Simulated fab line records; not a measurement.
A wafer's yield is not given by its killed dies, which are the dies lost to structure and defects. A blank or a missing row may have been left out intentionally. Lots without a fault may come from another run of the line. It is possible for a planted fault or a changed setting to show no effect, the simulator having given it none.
fab line records	flow sky130
record: lots: 4	wafers: 12	last-day: 50
route steps=708 shown METAL1@446 VIA1@458 METAL2@483 PAD_OPEN@708
lots that met no fault: taken from a fault-free run of the same line
start-h: the number of hours between the record's first day and the start of the first shown wafer of the lot	wait-h: how many hours have passed since the lot's step before this one	" identical to the entry in the row above	L1.1+2: several wafers, shown together as one row	- no value, or no start given	* or withheld: withheld	< > ~ a bound
route shown NAME@n: names a module that has steps shown in the file, with the first one's number in the route	usual: mean/standard deviation of fault-free wafers	same: alike in all rows	chamber/n: place in a boat	sites: each site's reading	_std_site: standard deviation of those values	_edge_site: inner sites' mean taken away from outer sites' mean	radius-mm: how far each site lies from the wafer's centre	mask NAME#n: copy n	behind: tool/chamber where the wafer was last shaped	hold: cause of the lot's hold/its duration in hours/its outcome	device: transistor that didn't switch, given as n, p or np	end of line: tests run on the same wafers once the route is complete	step lacking rows: just its recipe	killed: the dies lost at the first sort to structure and to defects; this is not the yield of the wafer	map: shows each die of a wafer: x if killed, . if not, _ if none is there
set.NAME: the setting as run; set.NAME@STEP: as run at that earlier step	model.NAME: the simulator's own value behind a step, which no gauge read
a table for each step, a row for each wafer; lots at some steps of the route
services: a tool's chamber out of use, with start hour (start-h, from the record's first day; less than 0 if before it), hours out, and reason
== steps ==
step: SKY_METAL1_EXPOSE_12
recipe: mask-id: MM1	na: 0.8	source-shape: annular	sigma-inner: 0.55	sigma-outer: 0.85	target-cd-nm: 140	dose-mj: 28
step: SKY_METAL1_PEB_13
recipe: peb-temp-c: withheld	peb-time-s: withheld	resist: KrF-thick
step: SKY_METAL1_DEVELOP_14
recipe: develop-time-s: 60	resist: KrF-thick	dev-temp-c: 21
step: SKY_METAL1_DESCUM_17
recipe: chemistry: O2	source-power-w: 150	bias-power-w: 0	pressure-mtorr: 10	temp-c: 40	time-s: 8
step: SKY_METAL1_ETCH_18
recipe: chemistry: N2/H2	target: BARC	ion-energy-ev: 200	bias-w: 100	pressure-mtorr: 30	n2-flow-sccm: 100	h2-flow-sccm: 200	icp-w: 500	stop-on: SiO2	time-s: 45.9	target-depth-a: 600
step: SKY_METAL1_METAL_ETCH_19
recipe: target-depth-a: 3600	stop-on: SiO2	over-etch-frac: 0.3	time-s: 78	chemistry: Cl2/BCl3	resist-sidewall-deg: 88	pressure-mtorr: 10	icp-w: 900	bias-w: 48.5	Cl2_flow_sccm: 60	bcl3-flow-sccm: 30
step: SKY_METAL1_STRIP_20
recipe: chemistry: O2/N2	power-w: 1400	pressure-mtorr: 1500	platen-temp-c: withheld	o2-flow-sccm: 3000	n2-flow-sccm: 300	overash-fraction: 0.5
step: SKY_METAL1_STRIP_21
recipe: chemistry: post-etch-residue-remover	time-s: 1200	temp-c: 72.5
step: SKY_METAL1_CLEAN_22
recipe: chemistry: IPA	time-s: 180	temp-c: 25
step: SKY_METAL1_CLEAN_23
recipe: chemistry: O3/DIW	dry: n2-spin
step: SKY_VIA1_HDPCVD_00
recipe: material: SiO2	target-thk-nm: 1030	sigma-open-frac: 0.3	time-s: 171.7	temp-c: 400	sih4-flow-sccm: 60	pressure-mtorr: 6
usual: sih4-flow-sccm: 59.99/0.15
lot.wafer	tool	chamber	start-h	wait-h	sih4-flow-sccm
L314.2	hdpcvd-01	1	761.22	0.0	59.89
L314.3	"	0	"	"	59.98
L314.5	"	1	"	"	59.93
L324.3	hdpcvd-01	0	842.10	0.0	59.99
L324.4	"	1	"	"	60.05
L324.6	"	0	"	"	60.21
L333.2	hdpcvd-01	1	918.78	0.0	60.11
L333.3	"	0	"	"	59.96
L333.4	"	0	"	"	59.99
L336.2	hdpcvd-01	2	930.69	0.0	60.08
L336.5	"	2	"	"	60.20
L336.6	"	1	"	"	60.07
step: SKY_VIA1_CMP_02
recipe: material: SiO2	down-force-psi: 4	platen-rpm: 60	pad-velocity-m-s: 0.94248
step: SKY_VIA1_DEHYDRATE_04
recipe: temp-c: 200	time-s: 60
step: SKY_VIA1_HMDS_05
recipe: prime-time-s: 60	prime-temp-c: 120
step: SKY_VIA1_COAT_06
recipe: resist: BARC	temp-c: withheld	time-s: withheld	spin-rpm: 3000	resist-thk-nm: 60
step: SKY_VIA1_COAT_07
recipe: resist: KrF-thick	spin-rpm: 3000	resist-thk-nm: 450
step: SKY_VIA1_SOFTBAKE_08
recipe: temp-c: 100	time-s: 90	resist: KrF-thick
step: SKY_VIA1_EXPOSE_09
recipe: mask-id: VIM	na: 0.8	source-shape: annular	sigma-inner: 0.55	sigma-outer: 0.85	target-cd-nm: 150	dose-mj: 38
step: SKY_VIA1_PEB_10
recipe: peb-temp-c: withheld	peb-time-s: withheld	resist: KrF-thick
step: SKY_VIA1_DEVELOP_11
recipe: develop-time-s: 60	resist: KrF-thick	dev-temp-c: 21
step: SKY_VIA1_ETCH_14
recipe: chemistry: N2/H2	target: BARC	ion-energy-ev: 200	source-w: 500	bias-w: 100	pressure-mtorr: 30	n2-flow-sccm: 100	h2-flow-sccm: 200	stop-on: SiO2	time-s: 45.9	target-depth-a: 600
step: SKY_VIA1_ETCH_15
recipe: target: SiO2	chemistry: C4F8/O2/Ar	target-depth-nm: 351	stop-on: TiN	mask-material: KrF-thick	source-w: 1500	bias-w: 1200	pressure-mtorr: 40	c4f8-flow-sccm: withheld	O2_flow_sccm: 6	Ar_flow_sccm: 300	time-s: 54
step: SKY_VIA1_STRIP_16
recipe: chemistry: O2/N2	power-w: 1400	pressure-mtorr: 1500	platen-temp-c: withheld	o2-flow-sccm: 3000	n2-flow-sccm: 300	overash-fraction: 0.5
step: SKY_VIA1_STRIP_17
recipe: chemistry: post-etch-residue-remover	time-s: 1200	temp-c: 72.5
step: SKY_VIA1_CLEAN_18
recipe: chemistry: IPA	time-s: 180	temp-c: 25
step: SKY_VIA1_CLEAN_19
recipe: chemistry: O3/DIW	dry: n2-spin
step: SKY_VIA1_SPUTTER_20
recipe: material: TiN	target-thk-nm: 20	chamber-pressure-pa: 5	power-w: 4000	time-s: 80
step: SKY_VIA1_CVD_21
recipe: material: W	target-thk-nm: 270	time-s: 80.902	temp-c: 400	pressure-torr: 40
step: SKY_VIA1_CMP_24
recipe: stop-on: SiO2	t-overpolish-s: 15	down-force-psi: 3.5	platen-rpm: 60	target-thk-nm: 0	pad-velocity-m-s: 0.94248
step: SKY_METAL2_SPUTTER_00
recipe: material: Ti	target-thk-nm: 15	power-w: 3000	time-s: 10	chamber-pressure-pa: 0.4
step: SKY_METAL2_SPUTTER_01
recipe: material: TiN	target-thk-nm: 20	power-w: 6500	time-s: 16.7	chamber-pressure-pa: 0.4
step: SKY_METAL2_SPUTTER_02
recipe: material: AlCu	target-thk-nm: 250	power-w: 10600	time-s: 13.3	chamber-pressure-pa: 0.4
step: SKY_METAL2_SPUTTER_03
recipe: material: Ti	target-thk-nm: 5	power-w: 3000	time-s: 3.3	chamber-pressure-pa: 0.4
step: SKY_METAL2_SPUTTER_04
recipe: material: TiN	target-thk-nm: 70	power-w: 6500	time-s: 58.3	chamber-pressure-pa: 0.4
step: SKY_PAD_OPEN_PROBE_99
usual: defect-limited-yield: 82.8/1.8	killed_at_M0_to_M3: 42/6.4	killed_at_M4_up: 3.0/2	killed-at-contacts: 24/5.2	killed-at-front-end: 14/4.2	killed-at-other: 0.4/0.72	killed-dies: 84/9	killed-on-rim: 16/3.7	killed-open: 46/6.6	killed-short: 38/6	sort_bin_3_pad_short: 0.9/0.4	sort_bin_5_function: 10.1/1.4	sort_bin_6_memory: 6.2/1.1	sort-n-pass: 408/9	sort-yield-pct: 82.8/1.8
same: gross-dies: 492	killed-at-back-side: 0	sort_bin_4_leakage[%]: 0	sort_bin_8_speed[%]: 0
lot.wafer	tool	chamber	start-h	wait-h	defect-limited-yield[%]	killed_at_M0_to_M3	killed_at_M4_up	killed-at-contacts	killed-at-front-end	killed-at-other	killed-dies	killed-on-rim	killed-open	killed-short	sort_bin_3_pad_short[%]	sort_bin_5_function[%]	sort_bin_6_memory[%]	sort-n-pass	sort-yield-pct[%]	model.etest.tester.sort-n-pass	model.etest.tester.sort-yield-pct	model.etest.tester.sort_bin_5_pct	model.etest.tester.sort_bin_3_pct
L314.2	prober-01	-	1072.33	0.1	85.0	37	5	18	14	0	74	14	37	36	0.6	8.7	5.7	418	85.0	418	84.96	8.74	0.6098
L314.3	prober-01	-	1072.38	0.2	81.5	50	4	27	10	0	91	17	46	45	0.8	11.8	5.9	401	81.5	401	81.5	11.79	0.813
L314.5	prober-01	-	1072.48	0.2	82.3	40	4	27	16	0	87	14	47	40	0	11.6	6.1	405	82.3	405	82.32	11.59	0
L324.3	prober-01	-	1133.62	0.2	83.3	35	9	20	18	0	82	26	46	36	0.8	11.4	4.5	410	83.3	410	83.33	11.38	0.813
L324.4	prober-01	-	1133.67	0.2	82.9	40	5	21	18	0	84	18	50	34	0.8	8.7	7.5	408	82.9	408	82.93	8.74	0.813
L324.6	prober-01	-	1133.77	0.2	80.5	43	5	29	19	0	96	16	51	45	1.0	9.6	8.9	396	80.5	396	80.49	9.553	1.016
L333.2	prober-01	-	1187.76	0.1	78.3	58	2	29	18	0	107	29	39	40	2.4	12.4	6.9	385	78.3	385	78.25	12.4	2.439
L333.3	prober-01	-	1187.81	0.2	81.1	50	1	29	13	0	93	22	55	38	0.6	11.6	6.7	399	81.1	399	81.1	11.59	0.6098
L333.4	prober-01	-	1187.86	0.2	82.9	34	2	29	19	0	84	14	38	46	2.4	8.1	6.5	408	82.9	408	82.93	8.13	2.439
L336.2	prober-02	-	1197.37	0.1	83.5	41	9	16	15	0	81	21	41	40	1.0	9.1	6.3	411	83.5	411	83.54	9.146	1.016
L336.5	prober-02	-	1197.52	0.2	79.1	53	3	28	17	2	103	21	48	55	0.8	11.6	8.5	389	79.1	389	79.06	11.59	0.813
L336.6	prober-02	-	1197.57	0.2	74.8	80	3	24	16	1	124	27	54	39	1.8	17.1	6.3	368	74.8	368	74.8	17.07	1.829
killed by level:class
L314.2 VIA3:geometric-particle:open=8 FIELD_ISO:geometric-particle:open=6 LOCAL_INTERCONNECT:geometric-particle:short=5 CONTACT:geometric-particle:open=5 VIA1:geometric-particle:short=5 VIA1:geometric-particle:open=5 LI_CONTACT:geometric-particle:open=4 METAL1:geometric-particle:short=4
L314.3 CONTACT:geometric-particle:open=14 METAL2:geometric-particle:short=7 VIA1:geometric-particle:short=7 VIA2:geometric-particle:open=7 VIA3:geometric-particle:open=7 CONTACT:geometric-particle:short=6 METAL1:geometric-particle:short=5 LI_CONTACT:geometric-particle:open=4
L314.5 VIA1:geometric-particle:open=10 CONTACT:geometric-particle:open=9 LI_CONTACT:geometric-particle:open=7 CONTACT:geometric-particle:short=7 METAL1:geometric-particle:short=5 METAL2:geometric-particle:short=5 FIELD_ISO:geometric-particle:open=4 VIA2:geometric-particle:short=4
L324.3 LI_CONTACT:geometric-particle:open=7 VIA3:geometric-particle:open=7 METAL4:geometric-particle:short=6 POLY_GATE:geometric-particle:short=6 CONTACT:geometric-particle:open=6 VIA1:geometric-particle:open=6 METAL2:geometric-particle:short=5 VIA2:geometric-particle:open=5
L324.4 LI_CONTACT:geometric-particle:open=9 VIA3:geometric-particle:open=9 VIA2:geometric-particle:open=7 VIA1:geometric-particle:open=6 METAL2:geometric-particle:short=5 POLY_GATE:geometric-particle:open=4 CONTACT:geometric-particle:open=4 CONTACT:geometric-particle:short=4
L324.6 LI_CONTACT:geometric-particle:open=10 VIA2:geometric-particle:open=10 CONTACT:geometric-particle:open=8 VIA1:geometric-particle:open=8 FIELD_ISO:geometric-particle:short=6 VIA1:geometric-particle:short=6 LOCAL_INTERCONNECT:geometric-particle:short=5 CONTACT:geometric-particle:short=5
L333.2 VIA1:unspecified=28 CONTACT:geometric-particle:open=12 FIELD_ISO:geometric-particle:short=7 LOCAL_INTERCONNECT:geometric-particle:short=7 FIELD_ISO:geometric-particle:open=6 VIA3:geometric-particle:open=6 VIA1:geometric-particle:open=5 CONTACT:geometric-particle:short=5
L333.3 VIA1:geometric-particle:open=14 CONTACT:geometric-particle:open=12 VIA3:geometric-particle:open=8 METAL1:geometric-particle:short=6 VIA2:geometric-particle:open=6 CONTACT:geometric-particle:short=5 FIELD_ISO:geometric-particle:short=4 FIELD_ISO:geometric-particle:open=4
L333.4 CONTACT:geometric-particle:open=9 LOCAL_INTERCONNECT:geometric-particle:short=7 VIA1:geometric-particle:open=6 LI_CONTACT:geometric-particle:open=6 CONTACT:geometric-particle:short=5 METAL1:geometric-particle:short=5 METAL2:geometric-particle:short=5 POLY_GATE:geometric-particle:short=4
L336.2 VIA1:geometric-particle:open=8 VIA2:geometric-particle:open=6 CONTACT:geometric-particle:open=6 VIA3:geometric-particle:open=6 METAL4:geometric-particle:short=6 FIELD_ISO:geometric-particle:short=5 METAL1:geometric-particle:short=5 VIA1:geometric-particle:short=5
L336.5 METAL1:geometric-particle:short=11 VIA2:geometric-particle:open=9 VIA1:geometric-particle:open=8 LI_CONTACT:geometric-particle:open=8 CONTACT:geometric-particle:short=7 LI_CONTACT:geometric-particle:short=6 CONTACT:geometric-particle:open=6 VIA3:geometric-particle:open=6
L336.6 VIA1:unspecified=31 VIA1:geometric-particle:open=11 CONTACT:geometric-particle:open=10 VIA2:geometric-particle:open=8 VIA3:geometric-particle:open=7 FIELD_ISO:geometric-particle:short=6 LOCAL_INTERCONNECT:geometric-particle:short=4 VIA3:geometric-particle:short=4
map L333.2 (x killed, . not)
__________.xx....x.._________
________...x.........._______
______.xxx..x......x..x._____
_____...xx.....x......xxx____
____.........x..x.........___
___.............x..xxx..x..__
__..x.x....x..x.x.........x._
_.x..............x...........
_..........x.................
_....xx.........x...x..x.x...
_x...xx...x..xx..x...........
_................xx.x.....x..
_x.xxx.........xx.......x....
_x.xxx.x..................x..
_xxxxx.x.....x.xx..x.........
__xxxxxx.....x..x.......x..._
___xxxxx...xx......x.....x.__
____xx..x..........x......___
_____xx...x...x..xx......____
______x.xx..x..........._____
________.............._______
__________..xx....x._________
map L336.6 (x killed, . not)
__________......x..._________
________.xx.x....x...._______
______....xxx....x......_____
_____..........xx...x..x.____
____...x.x..x.x.....x.....___
___x....xx........x.x......__
__.......x........x.....x..._
_...x....x...x.x........xxx..
_..x...x......x...x.....x....
_.................xx......xx.
_....x.x..........x.x.x......
_x....xx..xxx.....x..........
_xx.xx.............x.......xx
_xxxxxx....xx.x.xxx.x........
_xxxxxx.xxxx...............x.
__xxxxxx.............x......_
___xxxxx.x....x..x.........__
____xxx...........x....xx.___
_____xxx.x...xx........x.____
______...........xx....x_____
________x...x...xxx.x._______
__________........xx_________
== services ==
tool	chamber	start-h	hours	kind
hdpcvd-01	-	780.28	0.3	repair
hdpcvd-01	2	882.85	3.1	repair
== key ==
first-sign: step: SKY_PAD_OPEN_PROBE_99	reading: killed_at_M0_to_M3	direction: up	sigmas: 4.2	usual: 42	struck: 69
effect: step: SKY_PAD_OPEN_PROBE_99	reading: killed-dies	direction: up	sigmas: 3.5	usual: 84	struck: 116
model-effect: step: SKY_PAD_OPEN_PROBE_99	value: etest.tester.sort-n-pass	without: 402	struck: 376.5
met-at SKY_VIA1_HDPCVD_00
struck-wafers L333.2,L336.6
onset-between 842.10 918.78
fault: kind: chamber-particle-source	tool: hdpcvd-01	chamber: 1	onset-h: 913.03	steps: SKY_VIA1_HDPCVD_00	rate-per-visit-cm2: 0.84727	end-h: 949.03
